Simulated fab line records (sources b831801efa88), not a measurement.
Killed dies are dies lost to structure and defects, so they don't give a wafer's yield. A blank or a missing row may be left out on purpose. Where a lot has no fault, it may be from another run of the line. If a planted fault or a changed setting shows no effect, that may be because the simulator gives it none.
Problem report in the 8D (eight disciplines) form, filled by code + flow gf180mcu + the parts of the form that need people (team, actions taken, sign-off) are left out

## 1. THE PROBLEM
chamberPressurePa at GF_V2_SPUTTER_21 reads a mean of 4.453 Pa on 6 wafers of 2 lots; wafers without a fault read 5.000 Pa with a standard deviation of 0.0096. Measured from the usual mean, that is -57 standard deviations.
The step: material Ti, target thk 15 nm, time 80.02 s.
The first sign was on wafer L198.4 at day 22 10:57, on pvdSputter-04. The record has a number at this step for 18 wafers belonging to 6 lots. Rule for "out" (also "out of limits"): further than 4 standard deviations from the usual mean. Any other wafer with a number is counted as sound.

## 2. WHAT IT IS; WHAT IT IS NOT
| question                    | is                     | is not                                                                         |
|-----------------------------|------------------------|--------------------------------------------------------------------------------|
| which readings at this step | chamberPressurePa      | -                                                                              |
| which lots                  | L198, L199             | L194, L209, L211, L213                                                         |
| which wafers of those lots  | all that have a number | -                                                                              |
| read on which tools         | pvdSputter-04          | pvdSputter-01                                                                  |
| when                        | from day 22 10:57      | up to then (3 sound wafers); but 9 sound wafers of L209, L211, L213 came after |

## 3. SUSPECTS, AND WHAT RULES EACH OUT
Counting: a tool at a process step up to the reading stays a suspect if it ran every lot that is out and no sound lot after the first of them.
- pvdSputter-04 at GF_V2_SPUTTER_21 (material Ti, target thk 15 nm, time 80.02 s): ruled out as a lasting fault. Sound lots L211, L213 ran on it after its first lot that is out, L198 (day 22 10:57).
Left after counting: nothing in the record.

## 4. THE CAUSE (what the simulator had put in)
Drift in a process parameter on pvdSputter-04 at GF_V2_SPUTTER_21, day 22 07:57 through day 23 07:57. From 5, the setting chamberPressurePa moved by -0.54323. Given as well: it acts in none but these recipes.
Counting ruled it out, wrongly.

## 5. THE CHAIN OF EFFECTS, in route order
Each row: a reading where the mean over the struck wafers with a number is more than 3 standard deviations away from the usual. Scope: only readings with a usual standard deviation given in the record; hours: median across lots of the time from each lot's start at the first step in this table that gives one to its start at this step; sigmas: change in usual standard deviations.
| hours | step             | reading           | usual    | on struck wafers | change | sigmas |
|-------|------------------|-------------------|----------|------------------|--------|--------|
| 0     | GF_V2_SPUTTER_21 | chamberPressurePa | 5.000 Pa | 4.453            | -0.547 | -57    |
Process steps it contains:
- GF_V2_SPUTTER_21: material Ti, target thk 15 nm, time 80.02 s.

## 6. HOW IT WOULD HAVE BEEN CAUGHT EARLIER
First out-of-limits reading in this record: day 22 10:57, which is 3 hours after fault onset at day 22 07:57.
